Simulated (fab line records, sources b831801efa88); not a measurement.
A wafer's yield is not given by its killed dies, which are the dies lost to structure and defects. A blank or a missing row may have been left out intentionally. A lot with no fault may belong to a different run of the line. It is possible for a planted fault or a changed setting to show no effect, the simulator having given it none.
A single fault, viewed from 2 desks	flow sky130	each desk has only its own numbers; what lay behind them comes last

== THE TOOL OWNER'S DESK: pvd sputter-01 ==
The tool's own readings at SKY_METAL3_SPUTTER_02 (material AlCu, target thk 735 nm, time 39.1 s): means of the sampled wafers that have a number, for each lot that ran on this tool. If a lot's mean is further than 4 standard deviations from the usual mean, the lot is out of limits and carries the mark OUT (the distance appears in the brackets).
Columns: A = cathode dc power W at SKY_METAL3_SPUTTER_02, usual 10600 W; B = chamber pressure pa at SKY_METAL3_SPUTTER_02, usual 0.4000 Pa; C = throttle valve pct at SKY_METAL3_SPUTTER_02, usual 29.9 %
lot	first seen here	A	B	C
L144	day 37 22:38	10601	0.4006	31.2
L148	day 39 05:55	10599	0.3994	30.3
L152	day 40 10:23	10599	0.3995	30.9
L155	day 41 14:45	10600	0.4005	31.2
L156	day 42 03:57	10603	0.4007	31.0
L157	day 42 05:01	10599	0.4005	31.1
Result from this desk: across the 6 lots, nothing is out of limits.

== THE METROLOGY DESK ==
What the gauges read, lot by lot, whatever tool the lot ran on: means of the sampled wafers that have a number. If a lot's mean is further than 4 standard deviations from the usual mean, the lot is out of limits and carries the mark OUT (the distance appears in the brackets).
Columns: A = METAL2_OVL at SKY_METAL2_OVL_MEAS_16, usual -2 nm
lot	first seen here	A
L139	day 34 22:53	-12
L142	day 36 04:04	-11
L143	day 36 04:43	3
L144	day 36 18:06	-5
L145	day 37 06:06	1
L146	day 37 08:33	7
L147	day 37 16:11	-2
L148	day 38 02:38	-8
L152	day 39 07:18	1
L153	day 39 18:38	-1
L155	day 40 11:22	-4
L156	day 41 00:51	5
L157	day 41 02:34	-1
L158	day 41 08:18	5
L161	day 42 02:17	-5
Result from this desk: across the 15 lots, nothing is out of limits.

== ALL TOGETHER ==
The tool owner's desk saw nothing out of limits.
From the metrology desk's view, nothing was out of limits.

== WHAT WAS PUT IN BY THE SIMULATOR ==
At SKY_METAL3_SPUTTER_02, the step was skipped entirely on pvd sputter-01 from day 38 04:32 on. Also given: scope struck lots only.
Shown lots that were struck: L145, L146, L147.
